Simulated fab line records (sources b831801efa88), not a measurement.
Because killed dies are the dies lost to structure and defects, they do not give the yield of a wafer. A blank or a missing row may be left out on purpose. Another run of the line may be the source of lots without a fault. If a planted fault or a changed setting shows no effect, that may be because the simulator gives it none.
What tool caused it? + flow gf180mcu + at 1 step of a route of 602, 7 lots with 21 wafers sampled

WHAT EACH GAUGE READ, for each wafer
GF_POLY_GATE_CD_MEAS_18.
| lot  | measured     | on        | cd nm (nm)        |
|------|--------------|-----------|-------------------|
| L710 | day 9 17:40  | cd sem-01 | 278.0 279.3 278.9 |
| L712 | day 10 12:40 | cd sem-02 | 278.7 278.4 279.1 |
| L716 | day 11 17:53 | cd sem-01 | 282.6 279.5 280.7 |
| L718 | day 12 09:13 | cd sem-01 | 277.6 277.5 280.4 |
| L720 | day 12 22:43 | cd sem-02 | 282.0 281.2 281.1 |
| L724 | day 14 01:43 | cd sem-02 | 282.1 283.2 280.5 |
| L729 | day 15 13:14 | cd sem-01 | 279.6 279.8 278.5 |

WHICH TOOL RAN EACH LOT (tool, then ch and the chambers of the sampled wafers, then the start)
No process step before these readings appears in the record.

THE ANSWER, worked out from the rows above alone
Rule: usual is defined by the lots themselves. Put in order of their means at a reading, lots are off if they are a third of the lots or fewer, leave a main group of 4 or more, and stand apart from it by a gap of 3 or more times the standard deviation of the main group's means; of several such gaps the widest counts. The tables above print the reading to a certain number of digits; a main group whose means all agree to those digits is not used. Also off: a lot with no number at a reading for which 4 or more lots have one. Where the step has rows for the other lots, those lots are counted as sound.
No lot is off on any of the readings shown, so nothing can be concluded from this.

WHAT THE SIMULATOR HAD PUT IN
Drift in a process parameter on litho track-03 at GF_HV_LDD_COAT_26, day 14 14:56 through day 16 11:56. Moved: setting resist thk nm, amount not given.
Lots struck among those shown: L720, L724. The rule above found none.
